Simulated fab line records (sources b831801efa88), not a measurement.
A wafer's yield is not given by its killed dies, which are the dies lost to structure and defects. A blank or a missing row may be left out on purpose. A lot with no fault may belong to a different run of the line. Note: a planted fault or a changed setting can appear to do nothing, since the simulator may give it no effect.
Matching of chambers | flow gf180mcu | 4 sister chambers for GF_V3_CMP_04 on cmp-02
The step polishes SiO2. 17 wafers are shown with their chamber, then 8 later ones without.

== WAFERS WITH THEIR CHAMBER ==
wafer  | chamber | motorCurrentA (A) | slurryFlowMlMin | timeToEndpointS (s)
L556.2 | 1       | 13.0              | 150.5           | 74
L556.3 | 3       | 11.3              | 150.4           | 78
L556.5 | 1       | 14.9              | 150.7           | 86
L557.4 | 2       | 11.6              | 148.8           | 80
L557.5 | 3       | 11.7              | 150.2           | 86
L557.6 | 2       | 12.3              | 150.2           | 85
L558.1 | 0       | 12.8              | 149.8           | 83
L558.2 | 2       | 11.6              | 149.9           | 88
L558.5 | 0       | 12.0              | 149.5           | 100
L559.1 | 1       | 13.8              | 150.6           | 83
L559.3 | 3       | 11.3              | 150.3           | 78
L559.5 | 0       | 12.1              | 150.1           | 87
L561.4 | 2       | 11.6              | 149.7           | 84
L561.5 | 3       | 11.2              | 149.8           | 79
L561.6 | 0       | 12.8              | 150.4           | 81
L562.2 | 1       | 13.7              | 150.5           | 81
L562.3 | 0       | 12.0              | 149.9           | 83

SIGNATURES (means of the wafers above)
reading         | chamber 0 | chamber 1 | chamber 2 | chamber 3 | scatter within a chamber
motorCurrentA   | 12.340    | 13.850    | 11.775    | 11.375    | 0.487
slurryFlowMlMin | 149.940   | 150.575   | 149.650   | 150.175   | 0.37
timeToEndpointS | 86.80     | 81.00     | 84.25     | 80.25     | 5.49
Rule: distance of a wafer from a chamber = root of the sum over the readings of ((wafer's reading minus chamber's mean) / reading's scatter) squared. The wafer belongs to the nearest chamber; if the next one is less than 2 further off, it can't be placed. The scatter: take each reading less its chamber's mean, square it, sum over the shown wafers, divide by the number of wafers less the number of chambers, and take the root.

== WAFERS MISSING THEIR CHAMBER ==
wafer  | motorCurrentA (A) | slurryFlowMlMin | timeToEndpointS (s)
L562.6 | 12.7              | 149.2           | 90
L565.2 | 11.7              | 150.1           | 77
L565.3 | 11.6              | 149.6           | 88
L565.4 | 11.8              | 149.6           | 83
L567.1 | 13.5              | 149.6           | 77
L567.2 | 11.9              | 150.2           | 77
L567.5 | 13.6              | 149.9           | 87
L576.1 | 14.0              | 149.8           | 74

== WHICH CHAMBER EACH WENT THROUGH ==
wafer  | from the rows above               | in truth
L562.6 | can't be placed: 0 or 2 or 3      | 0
L565.2 | can't be placed: 3 or 2 or 0      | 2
L565.3 | can't be placed: 2 or 0 or 3      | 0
L565.4 | can't be placed: 2 or 0 or 3      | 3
L567.1 | can't be placed: 1 or 0 or 2 or 3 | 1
L567.2 | can't be placed: 3 or 2 or 0      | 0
L567.5 | can't be placed: 1 or 0 or 2      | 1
L576.1 | can't be placed: 1 or 0           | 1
0 of 8 placed correctly. Unplaceable from these rows: 8, with the true chamber sitting among the candidates in 8. Wrongly placed: 0.
